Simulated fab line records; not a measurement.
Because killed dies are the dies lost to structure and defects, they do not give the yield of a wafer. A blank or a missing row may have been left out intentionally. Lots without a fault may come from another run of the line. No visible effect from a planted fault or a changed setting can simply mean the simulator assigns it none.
Comparing a struck lot with a sound one || flow sfq_line || 14 steps out of a route of 325
Sound: the wafers L241.1, L241.5, L241.6. The struck wafers were L250.1, L250.2, L250.3. The cause is named last.
At each step with rows: each side's tool, then ch and its chambers, then its first start. Under that, the readings that differ: sound wafers || struck wafers || difference of the means || sigmas: that difference in standard deviations of wafers without a fault.
alike: a reading whose means differ by less than 2 such deviations, as well as words and numbers matching on both sides. not compared: withheld readings; readings where some wafer has no value; bounds like >300 that might hide an equal value; numbers whose values overlap and for which the record gives no deviation.
Wherever a step has rows on one side only, a row that says differs or no value, or a row with sigmas, the two part there. Non-overlapping numbers with no deviation appear without sigmas and do not part them. A reading that every wafer of one side lacks parts them only if that side has two wafers or more.

first, 6 steps without rows for these wafers: SFQ_TRILAYER_I3_VIA_LITHO_COAT_090 (resist thk 62 nm); SFQ_TRILAYER_I3_VIA_LITHO_COAT_085 (resist thk 650 nm); SFQ_TRILAYER_I3_VIA_LITHO_SOFTBAKE_089; SFQ_TRILAYER_I3_VIA_LITHO_EXPOSE_086 (exposes mask I3, target cd 500 nm); SFQ_TRILAYER_I3_VIA_LITHO_PEB_088 (peb time 60 s); SFQ_TRILAYER_I3_VIA_LITHO_DEVELOP_087 (time 60 s).
SFQ_I3_OVL_MEAS_923:
  struck on overlay-02, day 39 22:22; sound on overlay-01, day 33 16:13
  alike: I3_OVL
SFQ_TRILAYER_I3_VIA_BARC_OPEN_VIA_ETCH_121: etches BARC in O2, target depth 125 nm, time 41.7 s.
  sound on rie_diel-03 ch 1,2, day 33 16:15; struck on rie_diel-03 ch 1,2,3, day 39 22:24
  alike: drypump_motor_current_A, oes_product_au
  not compared: rf_hours_counter_h
SFQ_TRILAYER_I3_VIA_ETCH_VIA_ETCH_088: etches SiO2 in CHF3, stops on Nb, target depth 260 nm.
  sound on rie_diel-03 ch 1,2, day 33 16:17; struck on rie_diel-03 ch 1,2,3, day 39 22:26
  alike: drypump_motor_current_A, oes_product_au
SFQ_TRILAYER_I3_VIA_STRIP_STRIP_089: strips in O2.
  sound on rie_metal-04 ch 0,1, day 33 16:24; struck on rie_metal-01 ch 0,1, day 39 22:33
{"reading": "oes_product_au (a.u.)", "sound": "1.019 1.016 1.008", "struck": "0.986 0.994 1.000", "difference": -0.021, "sigmas": -2}
  alike: drypump_motor_current_A
  not compared: rf_hours_counter_h
then, 2 steps without rows for these wafers: SFQ_TRILAYER_I3_VIA_STRIP_SOLV_CLEAN_090 (cleans in NMP, time 600 s); SFQ_TRILAYER_M4_DEP_PRE_CLEAN_092 (time 22.5 s).
SFQ_TRILAYER_M4_DEP_SPUTTER_091: material Nb, target thk 200 nm, time 133.3 s.
  struck on pvd_sputter-04, day 39 23:22; sound on pvd_sputter-04, day 33 17:13
{"reading": "chamber_pressure_pa (Pa)", "sound": "0.13309 0.13348 0.13319", "struck": "0.10796 0.10845 0.10813", "difference": -0.02507, "sigmas": "-99 or more"}
{"reading": "throttle_valve_pct (%)", "sound": "30.7 28.7 30.8", "struck": "34.3 34.0 31.3", "difference": "+3.1", "sigmas": "+4"}
SFQ_M4_RS_MEAS_924: measures by four-point-probe.
  struck on film_metro-04, day 39 23:27; sound on film_metro-02, day 33 17:18
{"reading": "M4_NB_RS (ohm/sq)", "sound": "0.902 0.895 0.903", "struck": "0.865 0.867 0.868", "difference": -0.033, "sigmas": -3}

## WHERE THEY PART
Earliest at SFQ_TRILAYER_I3_VIA_STRIP_STRIP_089; latest, in this record, at SFQ_M4_RS_MEAS_924.

WHY: the cause the simulator had injected
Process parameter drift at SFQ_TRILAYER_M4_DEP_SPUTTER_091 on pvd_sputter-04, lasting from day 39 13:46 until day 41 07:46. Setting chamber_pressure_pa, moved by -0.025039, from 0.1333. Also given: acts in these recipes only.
